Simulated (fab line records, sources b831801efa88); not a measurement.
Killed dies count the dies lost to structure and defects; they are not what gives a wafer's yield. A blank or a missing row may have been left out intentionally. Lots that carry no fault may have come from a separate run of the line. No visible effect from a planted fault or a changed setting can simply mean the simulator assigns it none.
fab line records / flow gf180mcu / part 2 of 2: steps 28 to 40 of 40
record: lots: 5 wafers: 15 last_day: 33
route steps=602 shown CONTACT@306 M1@315 V1@335
lots untouched by any fault: they come from a run of this same line in which no faults occurred
start_h: the number of hours between the record's first day and the start of the first shown wafer of the lot / wait_h: how many hours have passed since the lot's step before this one / " as in the row above / L1.1+2: a row that stands for several wafers / - no value, or no start was given / * or withheld: withheld / < > ~ a bound
route shown NAME@n: a module of which the file shows steps, and the number in the route of the first / usual: mean and standard deviation over wafers with no fault / same: alike in all rows / chamber/n: place in a boat / sites: each site's reading / _std_site: how widely they spread, as a standard deviation / _edge_site: outer sites' mean less inner sites' / radius_mm: for every site, how far away it sits from the centre of the wafer / mask NAME#n: copy n / behind: the tool/chamber that last shaped the wafer / hold: cause of the lot's hold/its duration in hours/its outcome / device: whichever transistor did not switch (one of n, p or np) / end of line: at the end of the route, the tests of the same wafers / a step with no rows: only its recipe / killed: the dies lost at the first sort to structure and to defects; this is not the yield of the wafer / map: shows each die of a wafer: x if killed, . if not, _ if none is there
set.NAME: setting as actually run; set.NAME@STEP: the setting as run at that earlier step / model.NAME: the simulator's own value behind a step, which no gauge read
certain route steps with their lots: each step a table, each wafer a row
services: from which hour (start_h, from the record's first day; less than 0 if before it) a tool's chamber was out of use, for how many hours, and why
== steps ==
step: GF_M1_STRIP_18
recipe: chemistry: post_etch_residue_remover time_s: 1200 temp_c: 72.5
lot.wafer=L074.1+3+5 tool=wet_bench-04 chamber=1 start_h=388.67 wait_h=0.1
lot.wafer=L075.1+2+3 tool=wet_bench-03 chamber=3 start_h=390.30 wait_h=0.1
lot.wafer=L081.2+4+6 tool=wet_bench-04 chamber=0 start_h=453.22 wait_h=0.1
lot.wafer=L085.1+2+3 tool=wet_bench-04 chamber=0 start_h=494.97 wait_h=0.1
lot.wafer=L093.2+3+6 tool=wet_bench-02 chamber=1 start_h=549.56 wait_h=0.1
step: GF_M1_CLEAN_19
recipe: chemistry: DIW dry: n2_spin
lot.wafer=L074.1+3+5 tool=wet_bench-02 chamber=0 start_h=389.01 wait_h=0.0
lot.wafer=L075.1+2+3 tool=wet_bench-02 chamber=1 start_h=390.64 wait_h=0.0
lot.wafer=L081.2+4+6 tool=wet_bench-02 chamber=0 start_h=453.96 wait_h=0.0
lot.wafer=L085.1+2+3 tool=wet_bench-02 chamber=3 start_h=495.31 wait_h=0.0
lot.wafer=L093.2+3+6 tool=wet_bench-03 chamber=1 start_h=549.94 wait_h=0.0
step: GF_V1_CVD_00
recipe: material: SiO2 target_thk_nm: 600 sigma_open_frac: 0.3 temp_c: 400 time_s: 103.3 sih4_flow_sccm: 60 pressure_mtorr: 6
lot.wafer=L074.1+3+5 tool=hdpcvd-02 chamber=1,0,1 start_h=389.10 wait_h=0.0
lot.wafer=L075.1+2+3 tool=hdpcvd-01 chamber=0,1,0 start_h=390.74 wait_h=0.0
lot.wafer=L081.2+4+6 tool=hdpcvd-01 chamber=0,0,2 start_h=454.06 wait_h=0.0
lot.wafer=L085.1+2+3 tool=hdpcvd-01 chamber=0,1,2 start_h=495.40 wait_h=0.0
lot.wafer=L093.2+3+6 tool=hdpcvd-02 chamber=1,2,0 start_h=550.03 wait_h=0.0
step: GF_V1_THK_MEAS_01
recipe: reads: SiO2_of_V1_CVD_00
usual: V1_CVD_00_THK: 616/7.2
lot.wafer=L074.1 tool=film_metro-04 chamber=- start_h=389.17 wait_h=0.0 V1_CVD_00_THK[nm]=609
lot.wafer=L074.3 tool=film_metro-04 chamber=- start_h=389.17 wait_h=0.0 V1_CVD_00_THK[nm]=625
lot.wafer=L074.5 tool=film_metro-04 chamber=- start_h=389.17 wait_h=0.0 V1_CVD_00_THK[nm]=613
lot.wafer=L075.1 tool=film_metro-02 chamber=- start_h=390.84 wait_h=0.1 V1_CVD_00_THK[nm]=613
lot.wafer=L075.2 tool=film_metro-02 chamber=- start_h=390.84 wait_h=0.1 V1_CVD_00_THK[nm]=612
lot.wafer=L075.3 tool=film_metro-02 chamber=- start_h=390.84 wait_h=0.1 V1_CVD_00_THK[nm]=603
lot.wafer=L081.2 tool=film_metro-04 chamber=- start_h=454.14 wait_h=0.0 V1_CVD_00_THK[nm]=608
lot.wafer=L081.4 tool=film_metro-04 chamber=- start_h=454.14 wait_h=0.0 V1_CVD_00_THK[nm]=605
lot.wafer=L081.6 tool=film_metro-04 chamber=- start_h=454.14 wait_h=0.0 V1_CVD_00_THK[nm]=624
lot.wafer=L085.1 tool=film_metro-01 chamber=- start_h=495.47 wait_h=0.0 V1_CVD_00_THK[nm]=616
lot.wafer=L085.2 tool=film_metro-01 chamber=- start_h=495.47 wait_h=0.0 V1_CVD_00_THK[nm]=627
lot.wafer=L085.3 tool=film_metro-01 chamber=- start_h=495.47 wait_h=0.0 V1_CVD_00_THK[nm]=625
lot.wafer=L093.2 tool=film_metro-04 chamber=- start_h=550.11 wait_h=0.0 V1_CVD_00_THK[nm]=629
lot.wafer=L093.3 tool=film_metro-04 chamber=- start_h=550.11 wait_h=0.0 V1_CVD_00_THK[nm]=631
lot.wafer=L093.6 tool=film_metro-04 chamber=- start_h=550.11 wait_h=0.0 V1_CVD_00_THK[nm]=622
step: GF_V1_CVD_02
recipe: material: SiO2 target_thk_nm: 850 precursor: TEOS temp_c: 400 time_s: 94.851 rf_w: 600
usual: heater_power_w: 658/110
lot.wafer=L074.1 tool=pecvd-02 chamber=1 start_h=389.23 wait_h=0.1 heater_power_w=886 since_wet_clean_h=6
lot.wafer=L074.3 tool=pecvd-02 chamber=2 start_h=389.23 wait_h=0.1 heater_power_w=749 since_wet_clean_h=6
lot.wafer=L074.5 tool=pecvd-02 chamber=0 start_h=389.23 wait_h=0.1 heater_power_w=632 since_wet_clean_h=-
lot.wafer=L075.1 tool=pecvd-04 chamber=0 start_h=390.90 wait_h=0.1 heater_power_w=557 since_wet_clean_h=425
lot.wafer=L075.2 tool=pecvd-04 chamber=2 start_h=390.90 wait_h=0.1 heater_power_w=878 since_wet_clean_h=425
lot.wafer=L075.3 tool=pecvd-04 chamber=1 start_h=390.90 wait_h=0.1 heater_power_w=717 since_wet_clean_h=425
lot.wafer=L081.2 tool=pecvd-01 chamber=0 start_h=454.19 wait_h=0.0 heater_power_w=540 since_wet_clean_h=280
lot.wafer=L081.4 tool=pecvd-01 chamber=0 start_h=454.19 wait_h=0.0 heater_power_w=572 since_wet_clean_h=-
lot.wafer=L081.6 tool=pecvd-01 chamber=2 start_h=454.19 wait_h=0.0 heater_power_w=527 since_wet_clean_h=-
lot.wafer=L085.1 tool=pecvd-02 chamber=0 start_h=495.53 wait_h=0.1 heater_power_w=558 since_wet_clean_h=113
lot.wafer=L085.2 tool=pecvd-02 chamber=2 start_h=495.53 wait_h=0.1 heater_power_w=672 since_wet_clean_h=113
lot.wafer=L085.3 tool=pecvd-02 chamber=1 start_h=495.53 wait_h=0.1 heater_power_w=807 since_wet_clean_h=113
lot.wafer=L093.2 tool=pecvd-01 chamber=0 start_h=550.16 wait_h=0.0 heater_power_w=579 since_wet_clean_h=376
lot.wafer=L093.3 tool=pecvd-01 chamber=2 start_h=550.16 wait_h=0.0 heater_power_w=563 since_wet_clean_h=376
lot.wafer=L093.6 tool=pecvd-01 chamber=2 start_h=550.16 wait_h=0.0 heater_power_w=619 since_wet_clean_h=-
step: GF_V1_THK_MEAS_03
recipe: reads: SiO2_of_V1_CVD_02
usual: V1_CVD_02_THK: 851/11
lot.wafer=L074.1 tool=film_metro-02 chamber=- start_h=389.30 wait_h=0.0 V1_CVD_02_THK[nm]=846
lot.wafer=L074.3 tool=film_metro-02 chamber=- start_h=389.30 wait_h=0.0 V1_CVD_02_THK[nm]=858
lot.wafer=L074.5 tool=film_metro-02 chamber=- start_h=389.30 wait_h=0.0 V1_CVD_02_THK[nm]=856
lot.wafer=L075.1 tool=film_metro-04 chamber=- start_h=390.97 wait_h=0.0 V1_CVD_02_THK[nm]=852
lot.wafer=L075.2 tool=film_metro-04 chamber=- start_h=390.97 wait_h=0.0 V1_CVD_02_THK[nm]=835
lot.wafer=L075.3 tool=film_metro-04 chamber=- start_h=390.97 wait_h=0.0 V1_CVD_02_THK[nm]=841
lot.wafer=L081.2 tool=film_metro-02 chamber=- start_h=454.27 wait_h=0.0 V1_CVD_02_THK[nm]=841
lot.wafer=L081.4 tool=film_metro-02 chamber=- start_h=454.27 wait_h=0.0 V1_CVD_02_THK[nm]=851
lot.wafer=L081.6 tool=film_metro-02 chamber=- start_h=454.27 wait_h=0.0 V1_CVD_02_THK[nm]=859
lot.wafer=L085.1 tool=film_metro-04 chamber=- start_h=495.60 wait_h=0.0 V1_CVD_02_THK[nm]=834
lot.wafer=L085.2 tool=film_metro-04 chamber=- start_h=495.60 wait_h=0.0 V1_CVD_02_THK[nm]=838
lot.wafer=L085.3 tool=film_metro-04 chamber=- start_h=495.60 wait_h=0.0 V1_CVD_02_THK[nm]=817
lot.wafer=L093.2 tool=film_metro-01 chamber=- start_h=550.24 wait_h=0.0 V1_CVD_02_THK[nm]=829
lot.wafer=L093.3 tool=film_metro-01 chamber=- start_h=550.24 wait_h=0.0 V1_CVD_02_THK[nm]=856
lot.wafer=L093.6 tool=film_metro-01 chamber=- start_h=550.24 wait_h=0.0 V1_CVD_02_THK[nm]=857
step: GF_V1_CMP_04
recipe: material: SiO2 down_force_psi: 4 platen_rpm: 60 pad_velocity_m_s: 0.94248
usual: motor_current_A: 12.5/0.75 time_to_endpoint_s: 75/5.6
lot.wafer=L074.3 tool=cmp-02 chamber=3 start_h=389.41 wait_h=0.1 motor_current_A=12.6 time_to_endpoint_s=79
lot.wafer=L074.1 tool=cmp-02 chamber=1 start_h=389.41 wait_h=0.1 motor_current_A=12.6 time_to_endpoint_s=70
lot.wafer=L074.5 tool=cmp-02 chamber=2 start_h=389.41 wait_h=0.1 motor_current_A=12.6 time_to_endpoint_s=85
lot.wafer=L075.1 tool=cmp-02 chamber=2 start_h=391.08 wait_h=0.1 motor_current_A=12.2 time_to_endpoint_s=80
lot.wafer=L075.3 tool=cmp-02 chamber=3 start_h=391.08 wait_h=0.1 motor_current_A=12.7 time_to_endpoint_s=72
lot.wafer=L075.2 tool=cmp-02 chamber=0 start_h=391.08 wait_h=0.1 motor_current_A=10.9 time_to_endpoint_s=73
lot.wafer=L081.2 tool=cmp-01 chamber=3 start_h=454.32 wait_h=0.0 motor_current_A=12.9 time_to_endpoint_s=68
lot.wafer=L081.4 tool=cmp-01 chamber=0 start_h=454.32 wait_h=0.0 motor_current_A=12.4 time_to_endpoint_s=74
lot.wafer=L081.6 tool=cmp-01 chamber=0 start_h=454.32 wait_h=0.0 motor_current_A=13.4 time_to_endpoint_s=78
lot.wafer=L085.2 tool=cmp-02 chamber=1 start_h=495.71 wait_h=0.1 motor_current_A=13.0 time_to_endpoint_s=69
lot.wafer=L085.3 tool=cmp-02 chamber=2 start_h=495.71 wait_h=0.1 motor_current_A=12.3 time_to_endpoint_s=65
lot.wafer=L085.1 tool=cmp-02 chamber=3 start_h=495.71 wait_h=0.1 motor_current_A=12.4 time_to_endpoint_s=66
lot.wafer=L093.2 tool=cmp-02 chamber=0 start_h=550.29 wait_h=0.0 motor_current_A=11.0 time_to_endpoint_s=72
lot.wafer=L093.3 tool=cmp-02 chamber=2 start_h=550.29 wait_h=0.0 motor_current_A=12.5 time_to_endpoint_s=84
lot.wafer=L093.6 tool=cmp-02 chamber=0 start_h=550.29 wait_h=0.0 motor_current_A=11.4 time_to_endpoint_s=80
step: GF_V1_BOW_MEAS_05
recipe: mode: bow
usual: V1_BOW: 82/8.1
lot.wafer=L074.1 tool=film_metro-02 chamber=- start_h=389.66 wait_h=0.1 V1_BOW[um]=84
lot.wafer=L074.3 tool=film_metro-02 chamber=- start_h=389.66 wait_h=0.1 V1_BOW[um]=79
lot.wafer=L074.5 tool=film_metro-02 chamber=- start_h=389.66 wait_h=0.1 V1_BOW[um]=105
lot.wafer=L075.1 tool=film_metro-01 chamber=- start_h=391.33 wait_h=0.2 V1_BOW[um]=85
lot.wafer=L075.2 tool=film_metro-01 chamber=- start_h=391.33 wait_h=0.2 V1_BOW[um]=85
lot.wafer=L075.3 tool=film_metro-01 chamber=- start_h=391.33 wait_h=0.2 V1_BOW[um]=67
lot.wafer=L081.2 tool=film_metro-04 chamber=- start_h=454.64 wait_h=0.3 V1_BOW[um]=69
lot.wafer=L081.4 tool=film_metro-04 chamber=- start_h=454.64 wait_h=0.3 V1_BOW[um]=75
lot.wafer=L081.6 tool=film_metro-04 chamber=- start_h=454.64 wait_h=0.3 V1_BOW[um]=80
lot.wafer=L085.1 tool=film_metro-01 chamber=- start_h=495.96 wait_h=0.1 V1_BOW[um]=82
lot.wafer=L085.2 tool=film_metro-01 chamber=- start_h=495.96 wait_h=0.1 V1_BOW[um]=78
lot.wafer=L085.3 tool=film_metro-01 chamber=- start_h=495.96 wait_h=0.1 V1_BOW[um]=80
lot.wafer=L093.2 tool=film_metro-01 chamber=- start_h=550.61 wait_h=0.3 V1_BOW[um]=87
lot.wafer=L093.3 tool=film_metro-01 chamber=- start_h=550.61 wait_h=0.3 V1_BOW[um]=92
lot.wafer=L093.6 tool=film_metro-01 chamber=- start_h=550.61 wait_h=0.3 V1_BOW[um]=83
step: GF_V1_DEHYDRATE_06
recipe: temp_c: 200 time_s: 60
usual: plate_temp_C: 199.98/0.15
lot.wafer=L074.1 tool=litho_track-03 chamber=0 start_h=400.55 wait_h=10.9 plate_temp_C=200.02
lot.wafer=L074.3 tool=litho_track-03 chamber=0 start_h=400.55 wait_h=10.9 plate_temp_C=199.99
lot.wafer=L074.5 tool=litho_track-03 chamber=0 start_h=400.55 wait_h=10.9 plate_temp_C=200.11
lot.wafer=L075.1 tool=litho_track-04 chamber=0 start_h=402.50 wait_h=11.2 plate_temp_C=200.05
lot.wafer=L075.2 tool=litho_track-04 chamber=0 start_h=402.50 wait_h=11.2 plate_temp_C=199.89
lot.wafer=L075.3 tool=litho_track-04 chamber=0 start_h=402.50 wait_h=11.2 plate_temp_C=199.95
lot.wafer=L081.2 tool=litho_track-03 chamber=0 start_h=466.63 wait_h=12.0 plate_temp_C=200.21
lot.wafer=L081.4 tool=litho_track-03 chamber=0 start_h=466.63 wait_h=12.0 plate_temp_C=200.10
lot.wafer=L081.6 tool=litho_track-03 chamber=0 start_h=466.63 wait_h=12.0 plate_temp_C=200.03
lot.wafer=L085.1 tool=litho_track-03 chamber=0 start_h=507.00 wait_h=11.0 plate_temp_C=199.92
lot.wafer=L085.2 tool=litho_track-03 chamber=0 start_h=507.00 wait_h=11.0 plate_temp_C=199.97
lot.wafer=L085.3 tool=litho_track-03 chamber=0 start_h=507.00 wait_h=11.0 plate_temp_C=200.00
lot.wafer=L093.2 tool=litho_track-01 chamber=0 start_h=561.18 wait_h=10.5 plate_temp_C=199.71
lot.wafer=L093.3 tool=litho_track-01 chamber=0 start_h=561.18 wait_h=10.5 plate_temp_C=200.09
lot.wafer=L093.6 tool=litho_track-01 chamber=0 start_h=561.18 wait_h=10.5 plate_temp_C=199.83
step: GF_V1_HMDS_07
recipe: prime_time_s: 60 prime_temp_c: 120
lot.wafer=L074.1+3+5 tool=litho_track-03 chamber=0 start_h=400.70 wait_h=0.1
lot.wafer=L075.1+2+3 tool=litho_track-04 chamber=0 start_h=402.65 wait_h=0.1
lot.wafer=L081.2+4+6 tool=litho_track-03 chamber=0 start_h=466.78 wait_h=0.1
lot.wafer=L085.1+2+3 tool=litho_track-03 chamber=0 start_h=507.15 wait_h=0.1
lot.wafer=L093.2+3+6 tool=litho_track-01 chamber=0 start_h=561.33 wait_h=0.1
step: GF_V1_COAT_08
recipe: resist: BARC temp_c: withheld time_s: withheld spin_rpm: withheld resist_thk_nm: withheld
lot.wafer=L074.1+3+5 tool=litho_track-03 chamber=0 start_h=400.85 wait_h=0.1
lot.wafer=L075.1+2+3 tool=litho_track-04 chamber=0 start_h=402.80 wait_h=0.1
lot.wafer=L081.2+4+6 tool=litho_track-03 chamber=0 start_h=466.93 wait_h=0.1
lot.wafer=L085.1+2+3 tool=litho_track-03 chamber=0 start_h=507.30 wait_h=0.1
lot.wafer=L093.2+3+6 tool=litho_track-01 chamber=0 start_h=561.48 wait_h=0.1
step: GF_V1_COAT_09
recipe: resist: KrF spin_rpm: withheld resist_thk_nm: 1000
lot.wafer=L074.1+3+5 tool=litho_track-03 chamber=0 start_h=- wait_h=-
lot.wafer=L075.1+2+3 tool=litho_track-04 chamber=0 start_h=- wait_h=-
lot.wafer=L081.2+4+6 tool=litho_track-03 chamber=0 start_h=- wait_h=-
lot.wafer=L085.1+2+3 tool=litho_track-03 chamber=0 start_h=- wait_h=-
lot.wafer=L093.2+3+6 tool=litho_track-01 chamber=0 start_h=- wait_h=-
step: GF_V1_SOFTBAKE_10
recipe: temp_c: 130 time_s: 60 resist: KrF
usual: plate_temp_C: 129.98/0.14
lot.wafer=L074.1 tool=litho_track-03 chamber=0 start_h=- wait_h=- plate_temp_C=130.01
lot.wafer=L074.3 tool=litho_track-03 chamber=0 start_h=- wait_h=- plate_temp_C=130.16
lot.wafer=L074.5 tool=litho_track-03 chamber=0 start_h=- wait_h=- plate_temp_C=129.91
lot.wafer=L075.1 tool=litho_track-04 chamber=0 start_h=- wait_h=- plate_temp_C=129.93
lot.wafer=L075.2 tool=litho_track-04 chamber=0 start_h=- wait_h=- plate_temp_C=129.92
lot.wafer=L075.3 tool=litho_track-04 chamber=0 start_h=- wait_h=- plate_temp_C=129.96
lot.wafer=L081.2 tool=litho_track-03 chamber=0 start_h=- wait_h=- plate_temp_C=129.84
lot.wafer=L081.4 tool=litho_track-03 chamber=0 start_h=- wait_h=- plate_temp_C=129.97
lot.wafer=L081.6 tool=litho_track-03 chamber=0 start_h=- wait_h=- plate_temp_C=129.90
lot.wafer=L085.1 tool=litho_track-03 chamber=0 start_h=- wait_h=- plate_temp_C=130.08
lot.wafer=L085.2 tool=litho_track-03 chamber=0 start_h=- wait_h=- plate_temp_C=129.98
lot.wafer=L085.3 tool=litho_track-03 chamber=0 start_h=- wait_h=- plate_temp_C=130.23
lot.wafer=L093.2 tool=litho_track-01 chamber=0 start_h=- wait_h=- plate_temp_C=129.92
lot.wafer=L093.3 tool=litho_track-01 chamber=0 start_h=- wait_h=- plate_temp_C=129.95
lot.wafer=L093.6 tool=litho_track-01 chamber=0 start_h=- wait_h=- plate_temp_C=129.98
== services ==
tool=cmp-02 chamber=- start_h=344.15 hours=0.7 kind=repair
tool=rie_metal-01 chamber=1 start_h=350.87 hours=13.3 kind=repair
tool=hdpcvd-01 chamber=2 start_h=356.74 hours=44.1 kind=repair
tool=cmp-02 chamber=- start_h=358.75 hours=2.1 kind=repair
tool=rie_metal-01 chamber=- start_h=364.45 hours=0.9 kind=repair
tool=krf_scanner-01 chamber=- start_h=372.49 hours=1.3 kind=pm
tool=krf_scanner-01 chamber=- start_h=389.58 hours=1.0 kind=pm
tool=krf_scanner-01 chamber=- start_h=399.45 hours=11.6 kind=pm
tool=pvd_sputter-04 chamber=- start_h=408.07 hours=0.9 kind=repair
tool=plasma_asher-01 chamber=- start_h=411.71 hours=2.8 kind=pm
tool=pvd_sputter-01 chamber=- start_h=412.45 hours=2.3 kind=repair
tool=cmp-02 chamber=- start_h=413.02 hours=4.0 kind=pm
tool=wet_bench-03 chamber=- start_h=416.32 hours=1.7 kind=repair
tool=cmp-02 chamber=- start_h=437.40 hours=2.0 kind=repair
tool=pvd_sputter-04 chamber=- start_h=438.55 hours=2.6 kind=repair
tool=cmp-02 chamber=- start_h=439.70 hours=11.9 kind=pm
tool=krf_scanner-01 chamber=- start_h=448.85 hours=4.4 kind=pm
tool=cvd_w-02 chamber=0 start_h=458.33 hours=17.7 kind=repair
tool=wet_bench-04 chamber=- start_h=478.82 hours=4.5 kind=repair
tool=hdpcvd-01 chamber=- start_h=486.60 hours=5.5 kind=pm
tool=krf_scanner-01 chamber=- start_h=488.24 hours=0.8 kind=pm
tool=cmp-02 chamber=- start_h=500.30 hours=4.7 kind=repair
tool=cmp-02 chamber=- start_h=512.61 hours=2.0 kind=repair
tool=cmp-02 chamber=- start_h=535.28 hours=6.3 kind=pm
